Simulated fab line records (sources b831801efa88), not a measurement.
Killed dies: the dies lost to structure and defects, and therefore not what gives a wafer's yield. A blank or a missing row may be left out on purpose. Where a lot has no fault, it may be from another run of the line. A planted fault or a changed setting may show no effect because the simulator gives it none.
Comparing a struck lot with a sound one	flow gf180mcu	43 out of 602 route steps
Sound: wafers L787.1, L787.2, L787.5. Struck: wafers L801.3, L801.5 (left out: L801.1, a lot-mate that was not struck); the cause follows at the end.
For every step that has rows: the tool of each side, followed by ch and its chambers, followed by its first start. Under that, the readings that differ: sound wafers	struck wafers	difference of the means	sigmas: that difference in standard deviations of wafers without a fault.
alike: readings with means less than 2 such deviations apart, plus words and numbers identical on both sides. not compared: withheld readings, readings lacking a value on some wafer, bounds such as >300 that could conceal the same value, and numbers that have no deviation in the record and whose values overlap.
The two part at a step that has a row with sigmas, a row that says differs or no value, or rows on one side only. When numbers do not overlap yet have no deviation, they are printed without sigmas and do not part them. A reading missing from all wafers of one side parts the sides only when that side holds two or more wafers.

first, 1 step without rows for these wafers: GF_MVPSD_IMPLANT_09.
GF_MVPSD_STRIP_10: strips in O2/N2.
  sound on plasma_asher-03 ch 0,1, day 5 04:26; struck on plasma_asher-04 ch 1, day 8 18:53
reading	sound	struck	difference	sigmas
heater_power_w (W)	283 296 297	391 373	+90	+2
  alike: drypump_motor_current_A, oes_product_au, strip_time_to_endpoint_s
  not compared: rf_hours_counter_h
GF_MVPSD_TW_MEAS_11:
  struck on film_metro-02, day 8 18:59; sound on film_metro-04, day 5 04:32
  alike: MVPSD_TW
then, 7 steps without rows for these wafers: GF_VT_IMPLANT_DEHYDRATE_00 (time 60 s); GF_VT_IMPLANT_HMDS_01 (prime time 60 s); GF_VT_IMPLANT_COAT_02 (resist thk 1000 nm); GF_VT_IMPLANT_SOFTBAKE_03 (time 60 s); GF_VT_IMPLANT_EXPOSE_04 (exposes mask LVPWELL LV AREA, target cd 600 nm); GF_VT_IMPLANT_PEB_05; GF_VT_IMPLANT_DEVELOP_06 (develop time 60 s).
GF_VT_IMPLANT_OVL_MEAS_07:
  struck on overlay-02, day 9 12:45; sound on overlay-01, day 5 18:59
  alike: VT_IMPLANT_OVL
following that, these wafers have no rows for 1 step: GF_VT_IMPLANT_IMPLANT_08.
GF_VT_IMPLANT_STRIP_09: strips in O2/N2.
  sound on plasma_asher-04 ch 0,1, day 5 19:10; struck on plasma_asher-03 ch 0, day 9 12:56
reading	sound	struck	difference	sigmas
heater_power_w (W)	348 385 375	279 287	-86	-3
  alike: drypump_motor_current_A, oes_product_au, strip_time_to_endpoint_s
  not compared: rf_hours_counter_h
GF_VT_IMPLANT_TW_MEAS_10:
  struck on film_metro-03, day 9 13:02; sound on film_metro-03, day 5 19:16
  alike: VT_IMPLANT_TW
then, 3 steps without rows for these wafers: GF_VT_IMPLANT_DEHYDRATE_11 (time 60 s); GF_VT_IMPLANT_HMDS_12 (prime time 60 s); GF_VT_IMPLANT_COAT_13 (resist thk 1000 nm).
GF_VT_IMPLANT_SOFTBAKE_14: time 61.6 s.
  sound on litho_track-01 ch 0, day 6 02:21; struck on litho_track-04 ch 0, day 9 21:45
  alike: exhaust_pa, plate_sensor_t_centre_C, plate_sensor_t_edge_C
then, 3 steps without rows for these wafers: GF_VT_IMPLANT_EXPOSE_15 (exposes mask Nwell LV AREA, target cd 860 nm); GF_VT_IMPLANT_PEB_16; GF_VT_IMPLANT_DEVELOP_17 (develop time 60 s).
GF_VT_IMPLANT_OVL_MEAS_18:
  struck on overlay-01, day 10 05:47; sound on overlay-02, day 6 09:51
  alike: VT_IMPLANT_01_OVL
following that, these wafers have no rows for 1 step: GF_VT_IMPLANT_IMPLANT_19.
GF_VT_IMPLANT_STRIP_20: strips in O2/N2.
  sound on plasma_asher-03 ch 0,1, day 6 10:02; struck on plasma_asher-01 ch 0,1, day 10 05:58
reading	sound	struck	difference	sigmas
oes_product_au (a.u.)	0.713 0.729 0.719	0.703 0.712	-0.013	-3
  alike: drypump_motor_current_A, heater_power_w, strip_time_to_endpoint_s
  not compared: rf_hours_counter_h
GF_VT_IMPLANT_TW_MEAS_21:
  struck on film_metro-04, day 10 06:04; sound on film_metro-03, day 6 10:08
  alike: VT_IMPLANT_2_TW
then, 7 steps without rows for these wafers: GF_VT_IMPLANT_DEHYDRATE_22 (time 60 s); GF_VT_IMPLANT_HMDS_23 (prime time 60 s); GF_VT_IMPLANT_COAT_24 (resist thk 1000 nm); GF_VT_IMPLANT_SOFTBAKE_25 (time 60 s); GF_VT_IMPLANT_EXPOSE_26 (exposes mask LVPWELL HV AREA, target cd 860 nm); GF_VT_IMPLANT_PEB_27; GF_VT_IMPLANT_DEVELOP_28 (develop time 60 s).
GF_VT_IMPLANT_OVL_MEAS_29:
  struck on overlay-01, day 11 00:30; sound on overlay-02, day 7 01:51
reading	sound	struck	difference	sigmas
VT_IMPLANT_02_OVL (nm)	2.0 0.8 2.7	-2.2 -0.9	-3.4	-2
following that, these wafers have no rows for 1 step: GF_VT_IMPLANT_IMPLANT_30.
GF_VT_IMPLANT_STRIP_31: strips in O2/N2.
  sound on plasma_asher-01 ch 0,1, day 7 02:02; struck on plasma_asher-04 ch 1, day 11 00:41
  alike: drypump_motor_current_A, heater_power_w, oes_product_au, strip_time_to_endpoint_s
  not compared: rf_hours_counter_h
GF_VT_IMPLANT_TW_MEAS_32:
  struck on film_metro-04, day 11 00:47; sound on film_metro-01, day 7 02:08
reading	sound	struck	difference	sigmas
VT_IMPLANT_3_TW	270.5 269.6 270.8	265.7 266.5	-4.2	-2
then, 6 steps without rows for these wafers: GF_VT_IMPLANT_DEHYDRATE_33 (time 60 s); GF_VT_IMPLANT_HMDS_34 (prime time 60 s); GF_VT_IMPLANT_COAT_35 (resist thk 1000 nm); GF_VT_IMPLANT_SOFTBAKE_36 (time 60 s); GF_VT_IMPLANT_EXPOSE_37 (exposes mask Nwell HV AREA, target cd 860 nm); GF_VT_IMPLANT_PEB_38.
-- record jumps: 23 days separate the struck wafers' starts on either side; left off in module VT_IMPLANT, taken up again in module PASSIVATION, whose first shown step is the route's number 602 --
GF_PASSIVATION_PROBE_99:
  the record has rows for the struck wafers here (prober-01, day 33 16:45) and none for the sound ones

== WHERE THEY PART ==
Earliest at GF_MVPSD_STRIP_10; latest, in this record, at GF_PASSIVATION_PROBE_99.

WHY: the cause the simulator had injected
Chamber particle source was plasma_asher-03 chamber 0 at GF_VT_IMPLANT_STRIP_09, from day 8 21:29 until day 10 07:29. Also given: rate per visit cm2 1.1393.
